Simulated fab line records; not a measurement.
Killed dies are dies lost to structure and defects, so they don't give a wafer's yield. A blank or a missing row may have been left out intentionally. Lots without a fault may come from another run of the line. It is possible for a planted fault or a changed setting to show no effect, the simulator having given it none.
2 desks looking at one fault | flow sky130 | each desk has only its own numbers; what lay behind them comes last

## TOOL OWNER'S DESK, cvd-w-01
The tool's own readings at SKY_CONTACT_CVD_24 (deposits W, target thk 340 nm, time 102.12 s): means of the sampled wafers that have a number, for each lot that ran on this tool. If a lot's mean is further than 4 standard deviations from the usual mean, the lot is out of limits and carries the mark OUT (the distance appears in the brackets).
Columns: A = heater-power-w at SKY_CONTACT_CVD_24, usual 857 W; B = susceptor-temp-C at SKY_CONTACT_CVD_24, usual 400.04 C
lot  | first seen here | A   | B
L502 | day 32 04:04    | 664 | 400.09
L504 | day 32 21:14    | 741 | 399.91
L508 | day 34 19:31    | 740 | 400.13
L510 | day 35 06:45    | 760 | 399.97
L522 | day 38 15:11    | 675 | 400.12
L523 | day 38 22:59    | 820 | 399.92
Finding of this desk: none of the 6 lots has anything out of limits.

## THE METROLOGY DESK
What the gauges read for every lot (on any tool): the sampled wafers with a number, averaged. If a lot's mean is further than 4 standard deviations from the usual mean, the lot is out of limits and carries the mark OUT (the distance appears in the brackets).
Columns: A = CONTACT_W_RS at SKY_CONTACT_RS_MEAS_25, usual 0.339 ohm/sq; B = CONTACT_W_THK at SKY_CONTACT_THK_MEAS_26, usual 341 nm; C = cd-nm at SKY_METAL2_CD_MEAS_15, usual 139.8 nm; D = VIA2_BOW at SKY_VIA2_BOW_MEAS_03, usual 88 um
lot  | first seen here | A                | B              | C     | D
L501 | day 32 02:01    | 0.346            | 334            | 139.7 | 95
L502 | day 32 04:11    | 0.328            | 354            | 140.3 | 83
L504 | day 32 21:21    | 0.334            | 351            | 137.1 | 88
L506 | day 33 15:14    | 0.342            | 340            | 140.3 | 87
L508 | day 34 19:37    | 0.296 (-6.8) OUT | 402 (+8.5) OUT | 137.9 | 91
L510 | day 35 06:52    | 0.297 (-6.5) OUT | 398 (+7.9) OUT | 140.2 | 93
L518 | day 37 03:07    | 0.338            | 341            | 138.7 | 92
L517 | day 37 07:05    | 0.344            | 336            | 139.3 | 87
L520 | day 37 22:07    | 0.346            | 333            | 142.2 | 91
L522 | day 38 15:19    | 0.328            | 350            | 138.8 | 91
L523 | day 38 23:05    | 0.338            | 345            | 140.6 | 82
Finding of this desk: L508, L510 out of limits, first seen on L508 at day 34 19:37 (CONTACT_W_RS at SKY_CONTACT_RS_MEAS_25). L501, L502, L504, L506, L518, L517, L520, L522, L523: within limits.

## PUT TOGETHER
An alarm was possible from the metrology desk at day 34 19:37, on L508, L510.
Nothing out of limits was seen by the tool owner's desk.
The tool owner's desk has L508, L510 on record, within its limits.
All the named lots went through SKY_CONTACT_CVD_24 on cvd-w-01.

## WHAT HAD BEEN PUT IN BY THE SIMULATOR
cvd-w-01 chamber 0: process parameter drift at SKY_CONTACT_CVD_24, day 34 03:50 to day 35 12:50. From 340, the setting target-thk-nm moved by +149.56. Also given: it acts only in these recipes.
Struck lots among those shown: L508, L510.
Hours from the fault's start to each desk's first reading out of limits: the metrology desk, 16.
